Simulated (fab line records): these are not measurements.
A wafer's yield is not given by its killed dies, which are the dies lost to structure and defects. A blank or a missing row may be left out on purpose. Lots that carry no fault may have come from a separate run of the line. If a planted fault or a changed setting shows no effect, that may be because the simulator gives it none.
Chamber matching    flow sky130    3 sister chambers for SKY_VIA2_HDPCVD_00 on hdpcvd-02
The step deposits SiO2, target thk 1180 nm, time 196.7 s. 15 wafers are shown with their chamber, then 7 later ones without.

EACH WAFER AND ITS CHAMBER
wafer   chamber  sih4_flow_sccm (sccm)
L620.1  0        60.03
L620.3  2        60.04
L620.6  0        59.87
L624.1  2        60.04
L624.3  0        60.05
L624.5  2        60.17
L628.2  1        59.78
L628.4  1        60.11
L628.5  2        60.00
L629.1  0        59.81
L629.2  2        59.81
L629.5  0        60.03
L630.1  2        60.13
L630.2  0        60.13
L630.3  1        59.98

SIGNATURES (means of the wafers above)
reading         chamber 0  chamber 1  chamber 2  scatter within a chamber
sih4_flow_sccm  59.9867    59.9567    60.0317    0.131
Rule: for each reading, subtract the chamber's mean from the wafer's reading, divide by that reading's scatter and square the result; add these up over the readings and take the root, which gives the wafer's distance from the chamber. The wafer belongs to the nearest chamber; if the next one is less than 2 further off, it can't be placed. How the scatter is found: for the shown wafers, subtract from each reading the mean of its chamber, square and add these, divide the total by (wafers less chambers), then take the root.

WAFERS WHOSE CHAMBER IS MISSING
wafer   sih4_flow_sccm (sccm)
L636.3  59.86
L636.5  60.14
L636.6  59.90
L637.1  59.84
L637.4  59.95
L640.1  60.18
L640.2  59.86

WHICH CHAMBER EACH ONE RAN IN
wafer   from the rows above           in truth
L636.3  can't be placed: 1 or 0 or 2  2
L636.5  can't be placed: 2 or 0 or 1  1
L636.6  can't be placed: 1 or 0 or 2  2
L637.1  can't be placed: 1 or 0 or 2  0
L637.4  can't be placed: 1 or 0 or 2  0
L640.1  can't be placed: 2 or 0 or 1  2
L640.2  can't be placed: 1 or 0 or 2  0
Correctly placed: 0 of 7. Cannot be placed on the basis of these rows: 7; the candidates contain the true chamber in 7. Placed wrongly: 0.
